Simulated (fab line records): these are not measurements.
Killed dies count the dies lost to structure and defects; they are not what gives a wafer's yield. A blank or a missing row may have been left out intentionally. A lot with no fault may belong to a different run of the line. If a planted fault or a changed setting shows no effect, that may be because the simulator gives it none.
A single fault, viewed from 2 desks -- flow gf180mcu -- each desk holds nothing but its own numbers, with what lay behind them at the end

## AT THE TOOL OWNER'S DESK: rie_si-02
The tool's own readings at GF_POLY_GATE_ETCH_13 (etches poly-Si in HBr/Cl2, stops on SiO2, target depth 198.5 nm, time 69.6 s): means of the sampled wafers that have a number, for each lot that ran on this tool. A lot is out of limits, marked OUT, if its mean lies more than 4 standard deviations from the usual mean; the brackets give that distance.
Columns: A = drypump_motor_current_A at GF_POLY_GATE_ETCH_13, usual 5.5 A; B = oes_product_au at GF_POLY_GATE_ETCH_13, usual 0.987 a.u.; C = run_length_s at GF_POLY_GATE_ETCH_13, usual 97.7 s; D = throttle_valve_pct at GF_POLY_GATE_ETCH_13, usual 33.684 %
lot,first seen here,A,B,C,D
L693,day 9 04:46,5.5,0.981,97.8,33.689
L696,day 10 05:34,6.0,0.990,97.3,33.691
L697,day 10 11:04,5.3,0.981,97.0,33.679
L698,day 10 19:58,5.5,0.984,96.8,33.689
L699,day 11 00:10,5.4,0.990,96.3,33.689
Finding of this desk: none of the 5 lots has anything out of limits.

## AT THE METROLOGY DESK
What the gauges read for every lot (on any tool): the sampled wafers with a number, averaged. A lot is out of limits, marked OUT, if its mean lies more than 4 standard deviations from the usual mean; the brackets give that distance.
Columns: A = POLY_GATE_CVD_00_THK at GF_POLY_GATE_THK_MEAS_01, usual 199.8 nm; B = cd_nm at GF_POLY_GATE_CD_MEAS_10, usual 279.8 nm; C = POLY_GATE_OVL at GF_POLY_GATE_OVL_MEAS_11, usual -3 nm
lot,first seen here,A,B,C
L693,day 8 11:53,197.7,279.0,4
L696,day 9 12:40,202.3,279.3,-8
L697,day 9 17:25,199.0,280.1,-1
L698,day 10 01:34,200.3,280.5,-13
L699,day 10 05:59,199.6,282.1,6
L709,day 13 06:47,203.7,282.1,2
L712,day 14 00:04,196.7,279.2,1
Finding of this desk: none of the 7 lots has anything out of limits.

## BROUGHT TOGETHER
Nothing out of limits was seen by the tool owner's desk.
From the metrology desk's view, nothing was out of limits.

## WHAT THE SIMULATOR PUT IN
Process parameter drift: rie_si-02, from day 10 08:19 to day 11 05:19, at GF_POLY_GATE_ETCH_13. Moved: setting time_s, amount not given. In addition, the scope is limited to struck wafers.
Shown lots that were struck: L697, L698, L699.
